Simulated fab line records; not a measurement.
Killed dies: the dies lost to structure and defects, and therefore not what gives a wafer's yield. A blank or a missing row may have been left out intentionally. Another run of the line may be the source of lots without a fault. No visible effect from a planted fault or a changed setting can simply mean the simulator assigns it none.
A struck lot beside a sound one ; flow sky130 ; 19 steps out of a route of 708
Sound: wafers L691.1, L691.4, L691.6. Struck: wafers L695.1, L695.2, L695.3. The cause comes at the end.
Per side, at each step with rows, come the tool, then ch with its chambers, and then its first start. Under that, the readings that differ: sound wafers ; struck wafers ; difference of the means ; sigmas: that difference in standard deviations of wafers without a fault.
alike: readings with means less than 2 such deviations apart, plus words and numbers identical on both sides. not compared: withheld readings, readings lacking a value on some wafer, bounds such as >300 that could conceal the same value, and numbers that have no deviation in the record and whose values overlap.
The two part at a step that has a row with sigmas, a row that says differs or no value, or rows on one side only. Numbers that don't overlap but have no deviation are shown without sigmas and don't part them. Lack of a reading on every wafer of one side parts them only where that side has two or more wafers.

first, 6 steps without rows for these wafers: SKY_DNWELL_COAT_02 (resist thk 3000 nm); SKY_DNWELL_SOFTBAKE_03; SKY_DNWELL_EXPOSE_04 (exposes mask DNM, target cd 3000 nm); SKY_DNWELL_PEB_05; SKY_DNWELL_DEVELOP_06 (develop time 60 s); SKY_DNWELL_IMPLANT_07.
SKY_DNWELL_STRIP_08: strips in O2/N2.
  sound on plasma asher-04 ch 0,1, day 3 12:19; struck on plasma asher-02 ch 0,1, day 4 09:43
  alike: drypump motor current A, oes product au, strip time to endpoint s
  not compared: rf hours counter h
SKY_DNWELL_TW_MEAS_09:
  struck on film metro-04, day 4 09:49; sound on film metro-04, day 3 12:25
  alike: DNWELL_TW
then, 4 steps without rows for these wafers: SKY_PWDE_DEHYDRATE_00 (time 60 s); SKY_PWDE_HMDS_01 (prime time 60 s); SKY_PWDE_COAT_02 (resist thk 3000 nm); SKY_PWDE_SOFTBAKE_03.
SKY_PWDE_EXPOSE_04: exposes mask PWDEM, target cd 840 nm.
  sound on iline stepper-02 ch 0, day 3 20:40; struck on iline stepper-01 ch 0, day 4 17:57
reading;sound;struck;difference;sigmas
mask;PWDEM#0 PWDEM#0 PWDEM#0;DNM#0 DNM#0 DNM#0;differs;
then, 2 steps without rows for these wafers: SKY_PWDE_PEB_05; SKY_PWDE_DEVELOP_06 (develop time 60 s).
SKY_PWDE_OVL_MEAS_07:
  struck on overlay-02, day 5 03:10; sound on overlay-02, day 4 03:35
reading;sound;struck;difference;sigmas
PWDE_OVL (nm);1.4 0.7 1.4;- - -;no value on the struck wafers;
next, for these wafers, 1 step has no rows: SKY_PWDE_IMPLANT_08.
SKY_PWDE_STRIP_09: strips in O2/N2.
  sound on plasma asher-02 ch 0,1, day 4 03:46; struck on plasma asher-02 ch 0,1, day 5 03:21
  alike: drypump motor current A, oes product au, strip time to endpoint s
  not compared: rf hours counter h
SKY_PWDE_TW_MEAS_10:
  struck on film metro-02, day 5 03:41; sound on film metro-03, day 4 03:52
reading;sound;struck;difference;sigmas
PWDE_TW;371.5 372.2 374.2;30.3 30.3 30.0;-342.4;-99 or more
  not compared: hold

== WHERE THEY PART ==
Last at SKY_PWDE_TW_MEAS_10 as far as this record goes, first at SKY_PWDE_EXPOSE_04.

WHY: whatever the simulator had introduced
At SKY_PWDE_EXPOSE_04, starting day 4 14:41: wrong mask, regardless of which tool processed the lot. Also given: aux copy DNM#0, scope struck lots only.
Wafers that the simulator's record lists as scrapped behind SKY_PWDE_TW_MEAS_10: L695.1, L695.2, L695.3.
